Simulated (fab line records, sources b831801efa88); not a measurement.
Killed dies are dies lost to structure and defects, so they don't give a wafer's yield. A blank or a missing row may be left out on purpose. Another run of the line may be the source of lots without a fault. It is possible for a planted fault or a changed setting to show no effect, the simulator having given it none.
Comparing a struck lot with a sound one	flow sky130	15 steps out of a route of 708
Sound: these wafers, L279.2, L279.3, L279.4. Wafers struck: L269.1, L269.3, L269.5. Last of all comes the cause.
At each step with rows: each side's tool, then ch and its chambers, then its first start. Under that, the readings that differ: sound wafers	struck wafers	difference of the means	sigmas: that difference in standard deviations of wafers without a fault.
alike: words and numbers the same on both sides, and readings whose means are apart by under 2 such deviations; not compared: readings that were withheld, readings missing a value for some wafer, numbers with overlapping values and no deviation given by the record, and bounds like >300 which may hide the same value.
A row with sigmas, a row that says differs or no value, or rows on one side alone: a step with any of these is where the two part. Numbers that don't overlap but have no deviation are shown without sigmas and don't part them. A reading missing from all wafers of one side parts the sides only when that side holds two or more wafers.

first, 1 step without rows for these wafers: SKY_VIA3_ETCH_15 (etches SiO2 in C4F8/O2/Ar, stops on TiN, target depth 507 nm, time 78 s).
SKY_VIA3_STRIP_16: strips in O2/N2.
  sound on plasma_asher-01 ch 0,1, day 45 13:21; struck on plasma_asher-02 ch 0,1, day 42 11:03
  alike: chamber_pressure_mTorr, drypump_motor_current_A, oes_product_au, strip_time_to_endpoint_s
  not compared: rf_hours_counter_h
then, 3 steps without rows for these wafers: SKY_VIA3_STRIP_17 (strips in post etch residue remover, time 1200 s); SKY_VIA3_CLEAN_18 (cleans in IPA, time 180 s); SKY_VIA3_CLEAN_19 (cleans in O3/DIW).
SKY_VIA3_SPUTTER_20: material TiN, target thk 20 nm, time 80 s.
  sound on pvd_sputter-03, day 45 13:56; struck on pvd_sputter-03, day 42 11:38
  alike: cathode_dc_power_W, chamber_pressure_pa, throttle_valve_pct
SKY_VIA3_CVD_21: deposits W, target thk 390 nm, time 117.31 s.
  sound on cvd_w-01 ch 0,1, day 45 14:00; struck on cvd_w-01 ch 0,1, day 42 11:42
  alike: heater_power_w
SKY_VIA3_RS_MEAS_22: uses a four-point probe to measure.
  sound on film_metro-03, day 45 14:08; struck on film_metro-03, day 42 11:49
  alike: VIA3_W_RS
SKY_VIA3_THK_MEAS_23: measures by xrf.
  sound on film_metro-03, day 45 14:15; struck on film_metro-03, day 42 11:56
  alike: VIA3_W_THK
then, 2 steps without rows for these wafers: SKY_VIA3_CMP_24 (polishes, stops on SiO2, t overpolish 20 s, target thk 0 nm); SKY_METAL4_SPUTTER_00 (material Ti, target thk 15 nm, time 10 s).
SKY_METAL4_SPUTTER_01: material TiN, target thk 20 nm, time 16.44 s.
  sound on pvd_sputter-02, day 45 14:37; struck on pvd_sputter-01, day 42 12:19
  alike: cathode_dc_power_W, chamber_pressure_pa, throttle_valve_pct
SKY_METAL4_SPUTTER_02: material AlCu, target thk 735 nm, time 39.1 s.
  sound on pvd_sputter-02, day 45 14:39; struck on pvd_sputter-01, day 42 12:21
  no value came back on the struck wafers for cathode_dc_power_W (W), chamber_pressure_pa (Pa), throttle_valve_pct (%); on the sound wafers cathode_dc_power_W (W) reads 10600 10596 10601
SKY_METAL4_SPUTTER_03: material Ti, target thk 5 nm, time 3.3 s.
  sound on pvd_sputter-02, day 45 14:41; struck on pvd_sputter-01, day 42 12:23
  alike: cathode_dc_power_W, chamber_pressure_pa, throttle_valve_pct
-- the record jumps here: 6 days lie between the struck wafers' starts before and after (it left off in module METAL4 and takes up again in module PAD_OPEN, whose first step shown is number 708 of the route) --
SKY_PAD_OPEN_PROBE_99:
  sound on prober-01, day 50 11:13; struck on prober-02, day 48 04:58
reading	sound	struck	difference	sigmas
defect_limited_yield (%)	84.6 80.5 80.3	0 0 0	-82	-43
killed_at_M4_up	2 4 4	420 408 394	+404	+99 or more
killed_dies	76 96 97	492 492 492	+402	+42
killed_on_rim	16 27 19	96 96 96	+75	+20
sort_bin_5_function (%)	10.6 11.8 11.4	94.3 93.5 90.4	+81.5	+58
sort_n_pass	416 396 395	0 0 0	-402	-42
sort_yield_pct (%)	84.6 80.5 80.3	0 0 0	-82	-43
  alike: killed_at_M0_to_M3, killed_at_contacts, killed_at_front_end, killed_at_other, killed_open, killed_short, sort_bin_3_pad_short, sort_bin_6_memory

== WHERE THEY PART ==
Last at SKY_PAD_OPEN_PROBE_99 as far as this record goes, first at SKY_METAL4_SPUTTER_02.

WHY: what had been put in by the simulator
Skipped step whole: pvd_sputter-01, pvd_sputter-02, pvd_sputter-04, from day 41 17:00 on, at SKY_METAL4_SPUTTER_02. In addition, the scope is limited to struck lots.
